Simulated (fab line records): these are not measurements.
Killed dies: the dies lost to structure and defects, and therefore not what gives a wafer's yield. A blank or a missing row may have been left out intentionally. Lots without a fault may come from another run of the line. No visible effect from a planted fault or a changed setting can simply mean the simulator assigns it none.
One fault seen from 2 desks || flow sky130 || each desk has only its own numbers; what lay behind them comes last

METROLOGY DESK
What the gauges read, lot by lot, whatever tool the lot ran on: means of the sampled wafers that have a number. Any lot whose mean is over 4 standard deviations away from the usual mean is out of limits and marked OUT; that distance is given in the brackets.
Columns: A = CONTACT_BOW at SKY_CONTACT_BOW_MEAS_05, usual 82 um; B = cd nm at SKY_CONTACT_CD_MEAS_14, usual 169.9 nm; C = CONTACT_OVL at SKY_CONTACT_OVL_MEAS_15, usual 5 nm
{"lot": "L288", "first seen here": "day 30 05:26", "A": 78, "B": 169.8, "C": 3}
{"lot": "L296", "first seen here": "day 33 02:31", "A": 82, "B": 172.2, "C": 8}
{"lot": "L304", "first seen here": "day 36 02:11", "A": 79, "B": 170.0, "C": 5}
{"lot": "L305", "first seen here": "day 36 14:52", "A": 86, "B": 169.4, "C": 1}
{"lot": "L311", "first seen here": "day 37 16:40", "A": 77, "B": 166.4, "C": -4}
{"lot": "L310", "first seen here": "day 37 18:42", "A": 78, "B": 169.8, "C": 9}
This desk found nothing out of limits on any of the 6 lots.

AT THE TOOL OWNER'S DESK: rie diel-02
The tool's own readings at SKY_CONTACT_ETCH_17 (etches SiO2 in C4F8/O2/Ar, stops on Si3N4, target depth 340 nm): means of the sampled wafers that have a number, for each lot that ran on this tool. Any lot whose mean is over 4 standard deviations away from the usual mean is out of limits and marked OUT; that distance is given in the brackets.
Columns: A = oes product au at SKY_CONTACT_ETCH_17, usual 0.892 a.u.; B = rf fwd power W at SKY_CONTACT_ETCH_17, usual 1486 W
{"lot": "L296", "first seen here": "day 34 04:49", "A": 0.897, "B": 1484}
{"lot": "L304", "first seen here": "day 37 04:04", "A": 0.890, "B": "1242 (-42) OUT"}
{"lot": "L305", "first seen here": "day 37 16:47", "A": 0.891, "B": "1248 (-41) OUT"}
Finding of this desk: L304, L305 out of limits; the first was L304 at day 37 04:04, on rf fwd power W at SKY_CONTACT_ETCH_17. L296 stayed within limits.

BROUGHT TOGETHER
At day 37 04:04, on L304, L305, the tool owner's desk was in a position to raise an alarm.
At the metrology desk, nothing out of limits was observed.
The metrology desk holds a record of L304, L305, inside its limits.
Of the lots named, all ran SKY_CONTACT_ETCH_17 on rie diel-02.

WHAT THE SIMULATOR PUT IN
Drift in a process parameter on rie diel-02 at SKY_CONTACT_ETCH_17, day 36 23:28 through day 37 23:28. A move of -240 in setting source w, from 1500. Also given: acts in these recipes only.
Lots struck among those shown: L304, L305.
Time in hours from fault onset to the first out-of-limits reading at each desk: the tool owner's desk, 5.
